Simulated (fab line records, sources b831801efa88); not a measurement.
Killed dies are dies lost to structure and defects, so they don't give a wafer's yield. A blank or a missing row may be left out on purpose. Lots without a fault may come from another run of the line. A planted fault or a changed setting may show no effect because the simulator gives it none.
Which tool did it? | flow gf180mcu | 15 lots, 45 wafers sampled, at 4 steps of a route of 602

WHAT THE GAUGES READ, wafer by wafer
GF_STI_BOW_MEAS_00.
lot  | measured    | on            | INCOMING_BOW (um)
L686 | day 1 10:00 | film_metro-01 | 5 -15 -4
L688 | day 1 20:01 | film_metro-01 | -6 0 1
L690 | day 2 06:01 | film_metro-01 | 0 -7 -9
L691 | day 2 11:01 | film_metro-02 | 5 4 2
L692 | day 2 16:00 | film_metro-02 | -2 2 -6
L695 | day 3 07:01 | film_metro-01 | 12 -3 -1
L697 | day 3 17:00 | film_metro-02 | 4 3 9
L699 | day 4 03:04 | film_metro-02 | 4 3 2
L700 | day 4 08:00 | film_metro-01 | 2 1 -3
L701 | day 4 13:01 | film_metro-02 | -4 -6 -3
L702 | day 4 18:01 | film_metro-02 | -3 6 3
L703 | day 4 23:01 | film_metro-04 | -3 0 -8
L704 | day 5 04:01 | film_metro-01 | 3 7 2
L705 | day 5 09:00 | film_metro-02 | 10 -17 -9
L706 | day 5 14:00 | film_metro-04 | -7 1 -5

GF_STI_THK_MEAS_04.
lot  | measured    | on            | STI_CVD_03_THK (nm)
L686 | day 1 13:34 | film_metro-01 | 209.0 208.7 209.5
L688 | day 1 23:34 | film_metro-01 | 200.9 202.1 200.7
L690 | day 2 09:34 | film_metro-04 | 206.1 205.8 206.4
L691 | day 2 14:35 | film_metro-04 | 207.0 205.3 205.7
L692 | day 2 19:40 | film_metro-02 | 207.9 209.0 208.1
L695 | day 3 11:46 | film_metro-01 | 207.7 207.9 207.6
L697 | day 3 20:34 | film_metro-01 | 207.9 207.9 207.9
L699 | day 4 07:28 | film_metro-02 | 211.8 212.1 212.5
L700 | day 4 12:53 | film_metro-04 | 207.5 207.4 209.2
L701 | day 4 19:38 | film_metro-02 | 209.9 210.1 211.2
L702 | day 4 21:37 | film_metro-02 | 208.8 209.3 210.3
L703 | day 5 02:34 | film_metro-01 | 210.8 212.1 211.1
L704 | day 5 08:19 | film_metro-01 | 207.3 206.8 207.9
L705 | day 5 12:34 | film_metro-02 | 213.0 212.8 212.3
L706 | day 5 17:34 | film_metro-04 | 206.1 205.9 205.2

GF_POLY_GATE_THK_MEAS_17.
lot  | measured     | on            | POLY_GATE_OXIDATION_THK (nm)
L686 | day 9 07:16  | film_metro-02 | 4.11 3.95 3.99
L688 | day 9 19:01  | film_metro-03 | 3.89 3.92 3.85
L690 | day 10 12:41 | film_metro-02 | 4.04 4.06 3.98
L691 | day 10 22:14 | film_metro-03 | 4.08 4.05 4.03
L692 | day 11 09:26 | film_metro-01 | 3.93 3.90 4.01
L695 | day 12 08:52 | film_metro-02 | 3.90 3.94 3.92
L697 | day 13 02:47 | film_metro-01 | 4.11 4.04 4.16
L699 | day 13 12:23 | film_metro-03 | 4.01 3.96 4.01
L700 | day 13 21:25 | film_metro-02 | 3.87 3.89 3.83
L701 | day 14 06:08 | film_metro-02 | 3.99 3.93 4.03
L702 | day 14 06:08 | film_metro-03 | 4.04 4.04 4.02
L706 | day 15 03:56 | film_metro-03 | 3.98 3.97 4.00

WHICH TOOL RAN EACH LOT (tool, then ch and the chambers of the sampled wafers, then the start)
lot  | GF_VT_IMPLANT_EXPOSE_37
L686 | iline_stepper-02 ch 0, day 7 05:18
L688 | iline_stepper-01 ch 0, day 7 17:28
L690 | iline_stepper-01 ch 0, day 8 07:37
L691 | iline_stepper-01 ch 0, day 8 14:36
L692 | iline_stepper-02 ch 0, day 8 20:48
L695 | iline_stepper-01 ch 0, day 9 17:03
L697 | iline_stepper-02 ch 0, day 10 09:25
L699 | iline_stepper-02 ch 0, day 10 18:32
L700 | iline_stepper-02 ch 0, day 11 00:50
L701 | iline_stepper-01 ch 0, day 11 10:40
L702 | iline_stepper-01 ch 0, day 11 13:29
L703 | iline_stepper-02, day 11 21:46
L704 | iline_stepper-02, day 12 01:22
L705 | iline_stepper-02, day 12 09:08
L706 | iline_stepper-01 ch 0, day 12 13:15
- GF_VT_IMPLANT_EXPOSE_37: exposes mask Nwell HV AREA, target cd 860 nm.

WHAT THE TOOLS THEMSELVES READ (means of the sampled wafers that have a number; where no wafer has one, the mark that the record gives instead)
GF_VT_IMPLANT_EXPOSE_37.
lot  | tool             | exposure_dose_mJ_cm2 | focus_offset_nm (nm)
L686 | iline_stepper-02 | 140.20               | -0.2
L688 | iline_stepper-01 | 140.16               | 0.1
L690 | iline_stepper-01 | 140.09               | -0.7
L691 | iline_stepper-01 | 140.06               | 0.4
L692 | iline_stepper-02 | 139.92               | -0.4
L695 | iline_stepper-01 | 140.08               | 0.1
L697 | iline_stepper-02 | 139.99               | -0.2
L699 | iline_stepper-02 | 140.15               | 0.4
L700 | iline_stepper-02 | 140.16               | -0.2
L701 | iline_stepper-01 | 139.88               | -0.3
L702 | iline_stepper-01 | 139.97               | -0.4
L703 | iline_stepper-02 | -                    | -
L704 | iline_stepper-02 | -                    | -
L705 | iline_stepper-02 | -                    | -
L706 | iline_stepper-01 | 140.16               | 0.5

THE ANSWER, worked out from the rows above alone
Rule: what is usual is taken from the lots themselves. Put in order of their means at a reading, lots are off if they are a third of the lots or fewer, leave a main group of 4 or more, and stand apart from it by a gap of 3 or more times the standard deviation of the main group's means; of several such gaps the widest counts. A main group whose means are all the same, to the digits that the tables above print for the reading, isn't used. A lot without any number at a reading at which 4 lots or more have one is off too. The other lots that the step has rows for count as sound. The gauges are gone through in route order, then the tools' own readings, and for those a lot's mean is taken as printed above. The first step at which some lot is off is used, and at that step the reading that is off furthest; a lot without a number counts as furthest.
Off: L703, L704, L705, at GF_VT_IMPLANT_EXPOSE_37 (exposure_dose_mJ_cm2). Without a number there: L703, L704, L705. The main group: mean 140.07, standard deviation 0.1.
A tool fits if, at that step or a process step before it, it ran every lot that is off, and no sound lot after the first of them. One fits: iline_stepper-02 at GF_VT_IMPLANT_EXPOSE_37. Its last sound lot is L700 (day 11 00:50), its first lot that is off L703 (day 11 21:46): a fault that began between those two fits.
Blank at GF_VT_IMPLANT_EXPOSE_37 on the lots that are off, where sound lots have numbers: exposure_dose_mJ_cm2, focus_offset_nm.

WHAT THE SIMULATOR HAD PUT IN
Skipped step whole: iline_stepper-02, from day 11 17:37 on, at GF_VT_IMPLANT_EXPOSE_37. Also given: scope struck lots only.
Lots struck among those shown: L703, L704, L705. The rule above found the same.
